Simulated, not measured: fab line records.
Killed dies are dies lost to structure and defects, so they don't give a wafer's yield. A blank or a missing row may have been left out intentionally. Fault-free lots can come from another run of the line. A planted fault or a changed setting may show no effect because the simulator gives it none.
Problem report, 8D (eight disciplines) form, completed by code | flow sky130 | the parts of the form that need people (team, actions taken, sign-off) are left out

## 1. THE ISSUE
At SKY_NWELL_CLEAN_27, run-length-s averages 88 s over 6 wafers from 2 lots, while fault-free wafers read 179 s, standard deviation 3.7. That puts it -25 standard deviations away from the usual mean.
The step: cleans in SC1/SC2, time 150 s.
Seen first at day 7 17:48 on wet-bench-03, wafer L455.1. The record has a number at this step for 39 wafers belonging to 13 lots. Rule for "out", or "out of limits": more than 4 standard deviations from the usual mean. All remaining wafers that have a number are taken as sound.

## 2. WHAT IT IS; WHAT IT IS NOT
question                    | is                     | is not
which readings at this step | run-length-s           | -
which lots                  | L455, L459             | L448, L451, L452, L453, L458, L462, L463, L464, L465, L467, L468
which wafers of those lots  | all that have a number | -
read on which tools         | wet-bench-03           | wet-bench-02, wet-bench-04
when                        | from day 7 17:48       | up to then (12 sound wafers); but 21 sound wafers of L458, L462, L463, L464, L465, L467, L468 came after

## 3. WHAT RULES OUT EACH SUSPECT
Counting: a tool at any process step up to the reading remains a suspect when it ran all the lots that are out and ran no sound lot after the first of those.
- rie-diel-04 at SKY_FIELD_ISO_ETCH_14 (etches BARC in N2/H2, stops on SiO2, time 45.9 s, target depth 60 nm): ruled out as a lasting fault. The sound lots L465 went through it after L455, its earliest lot that is out (day 4 03:50).
- wet-bench-03 at SKY_NWELL_CLEAN_27 (cleans in SC1/SC2, time 150 s): kept. All lots that are out passed through it, beginning with L455 at day 7 17:48, and no sound lot followed; its final sound lot before that point was L453 at day 7 02:47. Its own run-length-s readings are out on those wafers.
The count leaves wet-bench-03 at SKY_NWELL_CLEAN_27.

## 4. THE CAUSE (what the simulator had put in)
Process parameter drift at SKY_NWELL_CLEAN_27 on wet-bench-03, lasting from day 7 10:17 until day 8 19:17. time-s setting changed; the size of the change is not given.
After counting, this tool was the only one left.

## 5. THE EFFECT CHAIN, in route order
Each row: a reading where the mean over the struck wafers with a number is more than 3 standard deviations away from the usual. Only readings whose record carries a usual standard deviation are examined. hours: median over the lots of the time between each lot's start at the first step of this table that gives one and its start at this step. sigmas: the change, counted in usual standard deviations.
hours | step               | reading      | usual | on struck wafers | change | sigmas
0     | SKY_NWELL_CLEAN_27 | run-length-s | 179 s | 88               | -91    | -25
Process steps it contains:
- SKY_NWELL_CLEAN_27: cleans in SC1/SC2, time 150 s.

## 6. HOW IT WOULD HAVE BEEN CAUGHT EARLIER
In this record no reading fell out of limits until day 7 17:48, 8 hours after the fault had begun at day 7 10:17.
